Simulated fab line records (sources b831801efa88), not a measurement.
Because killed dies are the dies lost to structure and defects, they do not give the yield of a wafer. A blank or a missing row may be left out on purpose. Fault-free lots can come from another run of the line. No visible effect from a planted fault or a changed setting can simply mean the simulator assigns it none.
Problem report in the 8D (eight disciplines) form, filled by code / flow sfqLine / the parts of the form that need people (team, actions taken, sign-off) are left out

1. THE PROBLEM
rfFwdPowerW at SFQ_TRILAYER_A5B_DEP_PECVD_129 reads a mean of 255.6 W on 6 wafers of 2 lots; wafers without a fault read 182.5 W with a standard deviation of 0.65. So: +99 or more standard deviations from the usual mean.
The step: deposits SiO2 from SiH4/N2O, time 133.33 s, target thk 600 nm.
Earliest sighting: wafer L454.2 on pecvd-03 at day 53 03:39. Wafers with a number at this step in the record: 42, from 14 lots. Rule for "out", or "out of limits": more than 4 standard deviations from the usual mean. Any other wafer with a number is counted as sound.

2. WHAT IT IS; WHAT IT IS NOT
question=which readings at this step | is=rfFwdPowerW | is not=chamberPressureTorr
question=which lots | is=L454, L455 | is not=L446, L447, L448, L449, L456, L461, L462, L463, L464, L466, L467, L468
question=which wafers of those lots | is=all that have a number | is not=-
question=read on which tools | is=pecvd-03 | is not=pecvd-01, pecvd-02
question=when | is=from day 53 03:39 | is not=up to then (12 sound wafers); but 24 sound wafers of L456, L461, L462, L463, L464, L466, L467, L468 came after

3. THE SUSPECTS, EACH WITH WHAT RULES IT OUT
Counting: a tool at a process step up to the reading stays a suspect if it ran every lot that is out and no sound lot after the first of them.
- rieMetal-01 at SFQ_TRILAYER_I4_VIA_STRIP_STRIP_107 (strips in O2): ruled out as a lasting fault. Sound lots L456 ran on it after its first lot that is out, L454 (day 52 12:29).
- pecvd-03 at SFQ_TRILAYER_A5B_DEP_PECVD_129 (deposits SiO2 from SiH4/N2O, time 133.33 s, target thk 600 nm): ruled out as a lasting fault. Sound lots L463, L464, L466, L468 ran on it after its first lot that is out, L454 (day 53 03:39).
Left after counting: nothing in the record.

4. THE CAUSE (what the simulator had put in)
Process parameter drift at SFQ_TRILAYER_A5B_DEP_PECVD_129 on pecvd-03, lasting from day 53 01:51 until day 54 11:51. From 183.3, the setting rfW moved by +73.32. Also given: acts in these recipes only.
Counting ruled it out, wrongly.

5. SEQUENCE OF EFFECTS, ordered by route
One row per reading whose mean, taken over the struck wafers that have a number, lies over 3 standard deviations from the usual. Scope: only readings with a usual standard deviation given in the record; hours: median across lots of the time from each lot's start at the first step in this table that gives one to its start at this step; sigmas: change in usual standard deviations.
hours=0; step=SFQ_TRILAYER_A5B_DEP_PECVD_129; reading=rfFwdPowerW; usual=182.5 W; on struck wafers=255.6; change=+73.1; sigmas=+99 or more
hours=0; step=SFQ_TRILAYER_A5B_DEP_PECVD_129; reading=showerheadVppV; usual=844 V; on struck wafers=1015; change=+171; sigmas=+3.8
Here are the process steps it includes:
- SFQ_TRILAYER_A5B_DEP_PECVD_129: deposits SiO2 from SiH4/N2O, time 133.33 s, target thk 600 nm.

6. WHAT WOULD HAVE CAUGHT IT SOONER
First out-of-limits reading in this record: day 53 03:39, which is 2 hours after fault onset at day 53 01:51.
